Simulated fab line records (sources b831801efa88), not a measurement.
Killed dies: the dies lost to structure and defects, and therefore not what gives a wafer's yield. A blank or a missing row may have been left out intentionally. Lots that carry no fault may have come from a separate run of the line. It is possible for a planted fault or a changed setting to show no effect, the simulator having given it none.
A sampling plan put to the test | flow sky130 | 56 faults told of in these records, all on one fab line, each judged by the records of the lots it struck
The plan consists of the line's own looks: route steps at which the wafer is read by a gauge or an inspection but not changed. A look is open to judgement when struck wafers have a number at it and the file gives its usual mean and standard deviation on fault-free wafers. Caught: 4 or more of those standard deviations (sigma) separate the usual mean from the mean of the struck wafers at a look after the fault's first step. On the tool: here the same test is run on the tool's own readings at the fault's steps. Caught also covers a different recipe on the struck wafers, or a record left blank for those wafers only.

## THE FAULTS, as the simulator had put them in
1. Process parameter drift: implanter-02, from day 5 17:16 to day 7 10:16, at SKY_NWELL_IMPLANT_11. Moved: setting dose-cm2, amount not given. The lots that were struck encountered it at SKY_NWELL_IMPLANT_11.
2. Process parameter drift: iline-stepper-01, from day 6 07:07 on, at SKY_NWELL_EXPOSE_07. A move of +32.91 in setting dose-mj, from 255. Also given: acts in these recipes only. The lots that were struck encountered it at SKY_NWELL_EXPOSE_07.
3. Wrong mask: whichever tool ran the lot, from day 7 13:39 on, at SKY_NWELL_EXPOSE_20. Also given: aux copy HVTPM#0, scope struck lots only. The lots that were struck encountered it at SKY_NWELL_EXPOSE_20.
4. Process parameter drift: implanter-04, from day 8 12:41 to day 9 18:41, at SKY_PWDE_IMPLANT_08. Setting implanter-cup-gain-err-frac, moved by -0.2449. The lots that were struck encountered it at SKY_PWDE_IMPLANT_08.
5. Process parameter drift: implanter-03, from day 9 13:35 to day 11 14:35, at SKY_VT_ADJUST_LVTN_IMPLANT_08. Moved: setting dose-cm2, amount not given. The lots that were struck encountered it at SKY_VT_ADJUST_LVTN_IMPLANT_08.
6. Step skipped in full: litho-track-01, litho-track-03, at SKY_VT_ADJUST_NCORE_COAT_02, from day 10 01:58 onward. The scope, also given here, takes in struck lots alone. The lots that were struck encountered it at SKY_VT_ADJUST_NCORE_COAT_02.
7. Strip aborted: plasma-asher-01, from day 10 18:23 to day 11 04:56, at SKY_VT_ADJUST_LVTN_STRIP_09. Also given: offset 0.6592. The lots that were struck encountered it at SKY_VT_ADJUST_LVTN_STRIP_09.
8. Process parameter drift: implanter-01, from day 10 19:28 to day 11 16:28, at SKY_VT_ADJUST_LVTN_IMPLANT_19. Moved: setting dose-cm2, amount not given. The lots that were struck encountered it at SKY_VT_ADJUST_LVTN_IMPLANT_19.
9. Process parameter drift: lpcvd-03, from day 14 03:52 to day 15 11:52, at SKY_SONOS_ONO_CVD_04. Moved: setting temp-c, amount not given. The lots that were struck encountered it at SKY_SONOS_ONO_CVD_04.
10. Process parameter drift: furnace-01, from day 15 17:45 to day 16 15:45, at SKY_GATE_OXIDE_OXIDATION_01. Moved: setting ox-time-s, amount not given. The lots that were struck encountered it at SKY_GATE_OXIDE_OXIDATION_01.
11. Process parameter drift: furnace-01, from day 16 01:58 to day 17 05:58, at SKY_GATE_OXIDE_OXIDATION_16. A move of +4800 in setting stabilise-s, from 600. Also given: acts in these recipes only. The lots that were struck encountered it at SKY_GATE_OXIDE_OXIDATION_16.
12. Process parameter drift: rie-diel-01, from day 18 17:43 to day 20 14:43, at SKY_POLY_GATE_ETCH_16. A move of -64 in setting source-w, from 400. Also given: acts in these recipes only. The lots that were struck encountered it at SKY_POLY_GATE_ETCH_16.
13. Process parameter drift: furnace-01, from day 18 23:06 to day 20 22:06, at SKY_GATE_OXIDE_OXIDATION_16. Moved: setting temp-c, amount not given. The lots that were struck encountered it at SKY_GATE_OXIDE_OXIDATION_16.
14. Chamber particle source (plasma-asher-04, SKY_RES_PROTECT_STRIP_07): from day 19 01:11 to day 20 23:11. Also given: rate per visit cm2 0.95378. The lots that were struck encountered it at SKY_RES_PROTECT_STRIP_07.
15. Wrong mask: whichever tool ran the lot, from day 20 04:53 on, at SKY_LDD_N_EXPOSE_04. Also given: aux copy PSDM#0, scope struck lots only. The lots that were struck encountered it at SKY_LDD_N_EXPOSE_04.
16. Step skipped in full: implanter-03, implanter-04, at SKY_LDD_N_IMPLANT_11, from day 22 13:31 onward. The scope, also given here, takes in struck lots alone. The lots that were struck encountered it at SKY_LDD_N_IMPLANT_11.
17. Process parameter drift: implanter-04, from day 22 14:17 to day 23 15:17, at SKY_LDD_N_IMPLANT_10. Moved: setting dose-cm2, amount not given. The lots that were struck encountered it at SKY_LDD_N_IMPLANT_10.
18. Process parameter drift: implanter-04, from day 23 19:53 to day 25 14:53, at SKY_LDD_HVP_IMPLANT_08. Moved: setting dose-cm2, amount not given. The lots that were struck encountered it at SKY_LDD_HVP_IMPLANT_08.
19. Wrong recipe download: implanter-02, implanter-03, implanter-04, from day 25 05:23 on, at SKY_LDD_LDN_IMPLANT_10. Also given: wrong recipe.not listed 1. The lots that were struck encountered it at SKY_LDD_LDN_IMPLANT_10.
20. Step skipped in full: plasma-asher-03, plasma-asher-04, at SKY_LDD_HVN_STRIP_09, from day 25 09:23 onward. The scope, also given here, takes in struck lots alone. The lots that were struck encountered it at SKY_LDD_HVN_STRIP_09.
21. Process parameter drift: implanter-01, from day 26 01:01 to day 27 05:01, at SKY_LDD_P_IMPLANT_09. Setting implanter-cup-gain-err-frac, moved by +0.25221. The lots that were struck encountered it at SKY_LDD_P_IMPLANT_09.
22. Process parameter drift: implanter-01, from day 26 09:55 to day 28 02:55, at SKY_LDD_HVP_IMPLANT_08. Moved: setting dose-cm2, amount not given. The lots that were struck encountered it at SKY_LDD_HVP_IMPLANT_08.
23. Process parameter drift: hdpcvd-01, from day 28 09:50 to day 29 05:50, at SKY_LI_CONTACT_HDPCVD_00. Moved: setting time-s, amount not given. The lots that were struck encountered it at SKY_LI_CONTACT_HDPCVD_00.
24. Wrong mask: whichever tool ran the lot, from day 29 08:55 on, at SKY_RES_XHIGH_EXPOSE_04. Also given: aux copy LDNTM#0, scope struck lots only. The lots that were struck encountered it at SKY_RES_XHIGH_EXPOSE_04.
25. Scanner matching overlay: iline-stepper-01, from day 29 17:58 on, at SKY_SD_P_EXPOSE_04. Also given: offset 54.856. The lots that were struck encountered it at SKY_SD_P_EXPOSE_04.
26. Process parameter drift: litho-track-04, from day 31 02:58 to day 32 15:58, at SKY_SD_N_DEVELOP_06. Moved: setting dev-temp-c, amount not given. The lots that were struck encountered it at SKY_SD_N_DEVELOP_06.
27. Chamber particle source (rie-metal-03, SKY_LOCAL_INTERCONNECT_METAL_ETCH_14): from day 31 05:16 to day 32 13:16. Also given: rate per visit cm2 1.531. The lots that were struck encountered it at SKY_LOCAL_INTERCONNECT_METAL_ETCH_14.
28. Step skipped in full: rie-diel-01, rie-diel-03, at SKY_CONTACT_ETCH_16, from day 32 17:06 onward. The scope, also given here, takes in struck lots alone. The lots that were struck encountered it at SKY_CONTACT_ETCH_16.
29. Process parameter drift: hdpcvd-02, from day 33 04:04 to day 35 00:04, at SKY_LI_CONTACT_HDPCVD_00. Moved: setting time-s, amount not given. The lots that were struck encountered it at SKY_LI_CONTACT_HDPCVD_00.
30. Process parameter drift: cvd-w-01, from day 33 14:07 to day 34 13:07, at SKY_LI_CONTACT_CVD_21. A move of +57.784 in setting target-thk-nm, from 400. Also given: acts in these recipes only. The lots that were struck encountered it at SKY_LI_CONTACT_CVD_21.
31. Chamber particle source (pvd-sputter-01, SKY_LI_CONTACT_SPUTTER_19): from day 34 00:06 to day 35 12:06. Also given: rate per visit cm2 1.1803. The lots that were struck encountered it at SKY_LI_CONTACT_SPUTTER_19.
32. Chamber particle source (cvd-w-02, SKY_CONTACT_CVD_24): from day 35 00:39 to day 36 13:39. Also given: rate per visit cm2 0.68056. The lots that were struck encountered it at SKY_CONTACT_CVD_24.
33. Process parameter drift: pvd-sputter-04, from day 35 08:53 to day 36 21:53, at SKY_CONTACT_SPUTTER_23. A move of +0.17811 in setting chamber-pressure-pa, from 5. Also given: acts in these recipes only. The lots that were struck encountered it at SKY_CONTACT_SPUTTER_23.
34. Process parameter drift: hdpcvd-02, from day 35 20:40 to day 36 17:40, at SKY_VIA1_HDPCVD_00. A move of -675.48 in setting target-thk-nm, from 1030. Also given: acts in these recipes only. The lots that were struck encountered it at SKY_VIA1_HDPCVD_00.
35. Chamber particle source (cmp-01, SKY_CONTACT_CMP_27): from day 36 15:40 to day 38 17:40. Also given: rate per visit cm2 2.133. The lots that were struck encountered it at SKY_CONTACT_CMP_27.
36. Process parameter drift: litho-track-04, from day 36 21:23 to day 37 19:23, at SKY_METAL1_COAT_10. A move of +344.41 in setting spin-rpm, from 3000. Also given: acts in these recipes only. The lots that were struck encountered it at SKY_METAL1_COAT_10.
37. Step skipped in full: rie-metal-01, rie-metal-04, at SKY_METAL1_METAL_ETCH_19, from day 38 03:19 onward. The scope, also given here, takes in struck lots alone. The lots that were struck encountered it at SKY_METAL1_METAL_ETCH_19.
38. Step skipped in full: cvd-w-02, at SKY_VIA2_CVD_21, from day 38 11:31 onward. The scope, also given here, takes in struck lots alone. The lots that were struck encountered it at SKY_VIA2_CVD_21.
39. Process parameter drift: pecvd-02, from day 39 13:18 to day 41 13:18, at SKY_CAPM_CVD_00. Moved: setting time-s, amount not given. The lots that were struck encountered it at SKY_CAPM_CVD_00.
40. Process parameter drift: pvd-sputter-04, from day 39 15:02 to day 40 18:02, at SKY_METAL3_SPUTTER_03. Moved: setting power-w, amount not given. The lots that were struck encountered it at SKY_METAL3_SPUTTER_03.
41. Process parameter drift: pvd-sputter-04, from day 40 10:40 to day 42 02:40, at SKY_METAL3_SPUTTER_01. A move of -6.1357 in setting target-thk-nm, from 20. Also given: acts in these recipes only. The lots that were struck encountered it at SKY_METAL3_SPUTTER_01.
42. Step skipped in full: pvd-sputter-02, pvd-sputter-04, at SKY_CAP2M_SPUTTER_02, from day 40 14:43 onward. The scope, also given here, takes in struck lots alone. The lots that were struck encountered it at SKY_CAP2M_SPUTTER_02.
43. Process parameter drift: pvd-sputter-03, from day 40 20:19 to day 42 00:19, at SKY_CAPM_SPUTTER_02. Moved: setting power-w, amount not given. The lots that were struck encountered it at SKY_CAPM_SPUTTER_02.
44. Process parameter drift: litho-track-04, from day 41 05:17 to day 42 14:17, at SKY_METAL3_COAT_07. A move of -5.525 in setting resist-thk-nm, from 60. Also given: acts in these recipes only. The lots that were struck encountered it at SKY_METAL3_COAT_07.
45. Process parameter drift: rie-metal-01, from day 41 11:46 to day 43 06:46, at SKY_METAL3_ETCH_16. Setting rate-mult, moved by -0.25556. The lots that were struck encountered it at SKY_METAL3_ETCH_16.
46. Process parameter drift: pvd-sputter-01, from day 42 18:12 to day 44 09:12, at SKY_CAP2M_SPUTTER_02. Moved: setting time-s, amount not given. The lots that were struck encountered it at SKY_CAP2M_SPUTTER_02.
47. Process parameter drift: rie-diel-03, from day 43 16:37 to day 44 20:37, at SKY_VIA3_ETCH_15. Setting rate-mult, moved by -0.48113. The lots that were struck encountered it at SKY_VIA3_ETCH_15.
48. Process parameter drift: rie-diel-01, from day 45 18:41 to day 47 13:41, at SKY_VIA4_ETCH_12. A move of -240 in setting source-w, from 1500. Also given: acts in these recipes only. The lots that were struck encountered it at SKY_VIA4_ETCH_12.
49. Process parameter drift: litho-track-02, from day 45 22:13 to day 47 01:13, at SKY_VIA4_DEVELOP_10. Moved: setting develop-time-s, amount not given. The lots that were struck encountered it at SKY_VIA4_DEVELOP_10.
50. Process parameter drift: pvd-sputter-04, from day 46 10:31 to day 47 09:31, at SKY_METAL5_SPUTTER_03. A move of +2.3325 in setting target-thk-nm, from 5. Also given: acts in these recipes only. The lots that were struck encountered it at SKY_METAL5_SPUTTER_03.
51. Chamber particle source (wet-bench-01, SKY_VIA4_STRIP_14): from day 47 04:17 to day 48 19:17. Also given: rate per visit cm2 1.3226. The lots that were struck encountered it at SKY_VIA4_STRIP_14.
52. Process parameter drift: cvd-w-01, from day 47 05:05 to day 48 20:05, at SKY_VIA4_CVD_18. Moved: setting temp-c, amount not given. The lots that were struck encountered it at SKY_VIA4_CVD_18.
53. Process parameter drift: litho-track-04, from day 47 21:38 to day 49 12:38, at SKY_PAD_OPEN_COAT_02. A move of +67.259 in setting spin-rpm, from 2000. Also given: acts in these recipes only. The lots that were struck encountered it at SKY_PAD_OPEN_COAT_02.
54. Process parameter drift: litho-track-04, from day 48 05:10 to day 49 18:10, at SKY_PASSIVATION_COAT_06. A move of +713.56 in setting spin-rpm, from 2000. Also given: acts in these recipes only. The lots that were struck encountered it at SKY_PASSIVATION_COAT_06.
55. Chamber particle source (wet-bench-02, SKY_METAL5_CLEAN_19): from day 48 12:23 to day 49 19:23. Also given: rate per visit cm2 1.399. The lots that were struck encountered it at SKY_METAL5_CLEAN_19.
56. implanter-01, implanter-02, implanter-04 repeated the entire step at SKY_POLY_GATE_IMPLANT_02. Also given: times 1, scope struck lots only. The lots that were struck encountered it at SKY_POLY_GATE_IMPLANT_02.

## WHAT THE PLAN SAW
fault | on the tool itself                               | first look that catches it                      | reading, sigma                                              | median hours from its first step to that look | hours from the fault's start to the first struck lot there | judged looks passed uncaught
1     | dose-ions-cm2 -99 or beyond sigma                | SKY_NWELL_TW_MEAS_15                            | NWELL_TW -4.0                                               | 0.5                                           | 19                                                         | 0
2     | exposure-dose-mJ-cm2 +99 or beyond sigma         | no look after it can be judged                  | -                                                           | -                                             | -                                                          | 0
3     | no reading that can be judged                    | SKY_NWELL_TW_MEAS_26                            | NWELL_2_TW -99 or beyond                                    | 10.1                                          | 16                                                         | 0
4     | beam-on-s +17 sigma                              | SKY_PWDE_TW_MEAS_10                             | PWDE_TW +15                                                 | 0.2                                           | 7                                                          | 0
5     | dose-ions-cm2 +99 or beyond sigma                | SKY_VT_ADJUST_LVTN_TW_MEAS_10                   | VT_ADJUST_LVTN_TW +17                                       | 0.2                                           | 12                                                         | 0
6     | the tool's record is blank for the struck wafers | SKY_VT_ADJUST_HVTR_TW_MEAS_11                   | VT_ADJUST_HVTR_TW +30                                       | 35.2                                          | 37                                                         | 0
7     | oes-product-au +48 sigma                         | SKY_VT_ADJUST_LVTN_TW_MEAS_21                   | VT_ADJUST_LVTN_2_TW -99 or beyond                           | 23.8                                          | 34                                                         | 0
8     | dose-ions-cm2 +99 or beyond sigma                | SKY_VT_ADJUST_LVTN_TW_MEAS_21                   | VT_ADJUST_LVTN_2_TW +26                                     | 0.2                                           | 20                                                         | 0
9     | susceptor-temp-C +18 sigma                       | SKY_SONOS_ONO_THK_MEAS_05                       | SONOS_ONO_CVD_04_THK +8.2                                   | 1.3                                           | 7                                                          | 0
10    | under 2 sigma                                    | SKY_GATE_OXIDE_THK_MEAS_02                      | GATE_OXIDE_OXIDATION_00_THK -7.1                            | 1.4                                           | 4                                                          | 0
11    | under 2 sigma                                    | no look after it can be judged                  | -                                                           | -                                             | -                                                          | 0
12    | rf-fwd-power-W -45 sigma                         | not the one look that can be judged after it    | -                                                           | -                                             | -                                                          | 1
13    | tube-center-temp-C +99 or beyond sigma           | no look after it can be judged                  | -                                                           | -                                             | -                                                          | 0
14    | under 2 sigma                                    | no look after it can be judged                  | -                                                           | -                                             | -                                                          | 0
15    | no reading that can be judged                    | SKY_LDD_N_TW_MEAS_17                            | LDD_N_TW -99 or beyond                                      | 16.3                                          | 19                                                         | 0
16    | the tool's record is blank for the struck wafers | SKY_LDD_N_TW_MEAS_17                            | LDD_N_TW -9.5                                               | 0.8                                           | 5                                                          | 0
17    | dose-ions-cm2 -99 or beyond sigma                | no look after it can be judged                  | -                                                           | -                                             | -                                                          | 0
18    | dose-ions-cm2 -89 sigma                          | not the one look that can be judged after it    | strongest: LDD_HVP_TW at SKY_LDD_HVP_TW_MEAS_10, -3.0       | -                                             | -                                                          | 1
19    | no reading that can be judged                    | SKY_LDD_LDN_TW_MEAS_13                          | LDD_LDN_TW -8.9                                             | 0.4                                           | 14                                                         | 0
20    | the tool's record is blank for the struck wafers | SKY_LDD_HVP_TW_MEAS_10                          | LDD_HVP_TW -99 or beyond                                    | 28.1                                          | 31                                                         | 0
21    | faraday-current-uA +13 sigma                     | SKY_LDD_P_TW_MEAS_11                            | LDD_P_TW -8.2                                               | 0.2                                           | 8                                                          | 0
22    | dose-ions-cm2 -80 sigma                          | not the one look that can be judged after it    | strongest: LDD_HVP_TW at SKY_LDD_HVP_TW_MEAS_10, -2.9       | -                                             | -                                                          | 1
23    | run-length-s +19 sigma                           | SKY_LI_CONTACT_THK_MEAS_01                      | LI_CONTACT_HDPCVD_THK +6.6                                  | 0.1                                           | 5                                                          | 0
24    | under 2 sigma                                    | SKY_RES_XHIGH_TW_MEAS_09                        | RES_XHIGH_TW -99 or beyond                                  | 14.1                                          | 14                                                         | 0
25    | under 2 sigma                                    | SKY_SD_P_OVL_MEAS_08                            | SD_P_OVL +39                                                | 13.5                                          | 27                                                         | 1
26    | developer-temp-C -20 sigma                       | none of the 2 looks that can be judged after it | strongest: cd-nm at SKY_SD_N_CD_MEAS_07, +3.1               | -                                             | -                                                          | 2
27    | under 2 sigma                                    | not the one look that can be judged after it    | -                                                           | -                                             | -                                                          | 1
28    | the tool's record is blank for the struck wafers | no look after it can be judged                  | -                                                           | -                                             | -                                                          | 0
29    | run-length-s -59 sigma                           | SKY_LI_CONTACT_THK_MEAS_01                      | LI_CONTACT_HDPCVD_THK -21                                   | 0.1                                           | 0                                                          | 0
30    | under 2 sigma                                    | SKY_LI_CONTACT_RS_MEAS_22                       | LI_CONTACT_W_RS -13                                         | 0.1                                           | 9                                                          | 0
31    | under 2 sigma                                    | none of the 2 looks that can be judged after it | -                                                           | -                                             | -                                                          | 2
32    | under 2 sigma                                    | not the one look that can be judged after it    | -                                                           | -                                             | -                                                          | 1
33    | chamber-pressure-pa +16 sigma                    | no look after it can be judged                  | -                                                           | -                                             | -                                                          | 0
34    | no reading that can be judged                    | SKY_VIA1_THK_MEAS_01                            | VIA1_HDPCVD_THK -61                                         | 0.1                                           | 0                                                          | 0
35    | under 2 sigma                                    | not the one look that can be judged after it    | -                                                           | -                                             | -                                                          | 1
36    | spin-speed-rpm +99 or beyond sigma               | no look after it can be judged                  | -                                                           | -                                             | -                                                          | 0
37    | the tool's record is blank for the struck wafers | no look after it can be judged                  | -                                                           | -                                             | -                                                          | 0
38    | the tool's record is blank for the struck wafers | SKY_VIA2_RS_MEAS_22                             | VIA2_W_RS +99 or beyond                                     | 0.1                                           | 16                                                         | 0
39    | under 2 sigma                                    | none of the 2 looks that can be judged after it | strongest: CAPM_CVD_00_THK at SKY_CAPM_THK_MEAS_01, +3.1    | -                                             | -                                                          | 2
40    | cathode-dc-power-W +99 or beyond sigma           | no look after it can be judged                  | -                                                           | -                                             | -                                                          | 0
41    | under 2 sigma                                    | no look after it can be judged                  | -                                                           | -                                             | -                                                          | 0
42    | the tool's record is blank for the struck wafers | no look after it can be judged                  | -                                                           | -                                             | -                                                          | 0
43    | cathode-dc-power-W -99 or beyond sigma           | SKY_CAPM_RS_MEAS_03                             | CAPM_TIN_RS +13                                             | 0.1                                           | 16                                                         | 0
44    | no reading that can be judged                    | no look after it can be judged                  | -                                                           | -                                             | -                                                          | 0
45    | under 2 sigma                                    | no look after it can be judged                  | -                                                           | -                                             | -                                                          | 0
46    | under 2 sigma                                    | SKY_CAP2M_RS_MEAS_03                            | CAP2M_TIN_RS +14                                            | 0.1                                           | 1                                                          | 0
47    | oes-product-au -48 sigma                         | no look after it can be judged                  | -                                                           | -                                             | -                                                          | 0
48    | rf-fwd-power-W -45 sigma                         | no look after it can be judged                  | -                                                           | -                                             | -                                                          | 0
49    | no reading that can be judged                    | not the one look that can be judged after it    | -                                                           | -                                             | -                                                          | 1
50    | under 2 sigma                                    | no look after it can be judged                  | -                                                           | -                                             | -                                                          | 0
51    | no reading that can be judged                    | no look after it can be judged                  | -                                                           | -                                             | -                                                          | 0
52    | susceptor-temp-C -13 sigma                       | SKY_VIA4_RS_MEAS_19                             | VIA4_W_RS +5.4                                              | 0.2                                           | 2                                                          | 0
53    | spin-speed-rpm +41 sigma                         | no look after it can be judged                  | -                                                           | -                                             | -                                                          | 0
54    | spin-speed-rpm +99 or beyond sigma               | no look after it can be judged                  | -                                                           | -                                             | -                                                          | 0
55    | no reading that can be judged                    | not the one look that can be judged after it    | -                                                           | -                                             | -                                                          | 1
56    | no reading that can be judged                    | not the one look that can be judged after it    | strongest: POLY_GATE_TW at SKY_RES_PROTECT_TW_MEAS_08, +3.9 | -                                             | -                                                          | 1
Dash: fault not caught, or number not given in these records.

Caught at a look: 24 of 56. Caught on the tool: 32 of 56. By one or the other: 41 of 56.
On the tool alone, faults 2, 12, 13, 17, 18, 22, 26, 28, 33, 36, 37, 40, 42, 47, 48, 53, 54 were caught.
Caught at a look alone: faults 3, 10, 15, 19, 24, 25, 30, 34, 46.
Caught by neither: faults 11, 14, 27, 31, 32, 35, 39, 41, 44, 45, 49, 50, 51, 55, 56.

## THINNER SAMPLING
If the look that catches a fault measured only every second or every third lot, by lot number, the first struck lot would be measured this late in the worst case:
fault | struck lots at that look, in order of time | every lot | every second lot | every third lot
1     | L732, L735                                 | 19 h      | 40 h             | may miss all 2
3     | L468                                       | 16 h      | may miss it      | may miss it
4     | L899, L900                                 | 7 h       | 13 h             | may miss all 2
5     | L634, L636                                 | 12 h      | may miss all 2   | may miss all 2
6     | L512, L513, L514                           | 37 h      | 44 h             | 49 h
7     | L820                                       | 34 h      | may miss it      | may miss it
8     | L613, L612                                 | 20 h      | 21 h             | may miss all 2
9     | L750, L752, L751, L753                     | 7 h       | 13 h             | 13 h
10    | L817, L816                                 | 4 h       | 4 h              | may miss all 2
15    | L941                                       | 19 h      | may miss it      | may miss it
16    | L857, L856                                 | 5 h       | 12 h             | may miss all 2
19    | L566, L567, L568, L569                     | 14 h      | 15 h             | 20 h
20    | L230, L232                                 | 31 h      | may miss all 2   | may miss all 2
21    | L193, L195                                 | 8 h       | may miss all 2   | may miss all 2
23    | L544, L546                                 | 5 h       | may miss all 2   | may miss all 2
24    | L535                                       | 14 h      | may miss it      | may miss it
25    | L351, L352                                 | 27 h      | 31 h             | may miss all 2
29    | L784, L787                                 | 0 h       | 18 h             | may miss all 2
30    | L741, L743, L745                           | 9 h       | may miss all 3   | 23 h
34    | L276, L278, L280                           | 0 h       | may miss all 3   | 20 h
38    | L343, L344                                 | 16 h      | 19 h             | may miss all 2
43    | L811, L812, L813                           | 16 h      | 23 h             | 26 h
46    | L434, L438                                 | 1 h       | may miss all 2   | may miss all 2
52    | L505, L506                                 | 2 h       | 10 h             | may miss all 2
Hours count from the start of the fault until the first struck lot that is measured. 4 sigma limit: tested on the pooled struck wafers, so a lone lot may be under it. Other struck lots may not be in these records.

## THE LONGEST TIMED WAY FROM STEP TO LOOK
Fault 6: a median of 35.2 hours passes between SKY_VT_ADJUST_NCORE_COAT_02 and SKY_VT_ADJUST_HVTR_TW_MEAS_11. No look between them can be judged.
